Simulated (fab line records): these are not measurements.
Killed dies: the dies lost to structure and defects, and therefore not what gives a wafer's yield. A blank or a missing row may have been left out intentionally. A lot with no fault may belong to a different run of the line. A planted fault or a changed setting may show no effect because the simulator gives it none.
Problem report, 8D (eight disciplines) form, completed by code | flow gf180mcu | the parts of the form that need people (team, actions taken, sign-off) are left out

## 1. WHAT WENT WRONG
Mean of cd_nm at GF_STI_CD_MEAS_12: 208.0 nm across 3 wafers in 2 lots; on wafers with no fault it is 220.3 nm (standard deviation 1.2). Relative to the usual mean, that is a shift of -10 standard deviations.
The step: target cd 220 nm.
The first sign was on wafer L796.3 at day 3 09:12, on cd_sem-01. The record holds 36 wafers of 12 lots with a number at this step. Rule for "out", or "out of limits": more than 4 standard deviations from the usual mean. Any other wafer with a number is counted as sound.

## 2. WHAT IT IS, WHAT IT ISN'T
question                    | is                     | is not
which readings at this step | cd_nm                  | -
which lots                  | L796, L798             | L792, L793, L794, L795, L807, L808, L809, L810, L811, L812
which wafers of those lots  | L796.3, L798.2, L798.4 | L796.5, L796.6, L798.5
read on which gauges        | cd_sem-01              | cd_sem-02
when                        | from day 3 09:12       | up to then (14 sound wafers); but 19 sound wafers of L798, L807, L808, L809, L810, L811, L812 came after

## 3. THE SUSPECTS, EACH WITH WHAT RULES IT OUT
Counting: any tool at a process step up to the reading remains a suspect provided it ran every lot that is out. Sound lots after the first of them don't rule it out here, since some wafers of a struck lot are sound.
- the gauge at GF_STI_CD_MEAS_12: kept. All the wafers that are out were read on cd_sem-01, and no step on other tools shows them out.
- krf_scanner-01 at GF_STI_EXPOSE_09 (exposes mask COMP, target cd 220 nm): kept. Ran every lot that is out, first one L796 (day 3 02:35); last sound lot up to then L795 (day 2 22:13).
Remaining after the count are krf_scanner-01 at GF_STI_EXPOSE_09 and cd_sem-01 at GF_STI_CD_MEAS_12.

## 4. THE CAUSE (what the simulator had put in)
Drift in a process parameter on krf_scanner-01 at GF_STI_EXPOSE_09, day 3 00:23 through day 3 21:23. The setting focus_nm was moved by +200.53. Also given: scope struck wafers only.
This tool is one of the 2 suspects left after counting.

## 5. THE CHAIN OF EFFECTS, in route order
Each row: a reading whose mean over the struck wafers that have a number lies more than 3 standard deviations from the usual. Only readings whose record carries a usual standard deviation are examined. hours: median over the lots of the time between each lot's start at the first step of this table that gives one and its start at this step. sigmas: the change, counted in usual standard deviations.
hours | step              | reading | usual    | on struck wafers | change | sigmas
0     | GF_STI_CD_MEAS_12 | cd_nm   | 220.3 nm | 208.0            | -12.3  | -10

## 6. WHAT WOULD HAVE CAUGHT IT SOONER
The first out-of-limits reading at a measuring or inspecting step in this record came at day 3 09:12, 9 hours after the fault's start at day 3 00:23.
Of the lots that are out (2), L798 began GF_STI_EXPOSE_09 on krf_scanner-01 after day 3 09:12. Holding the tool at that time would have saved it.
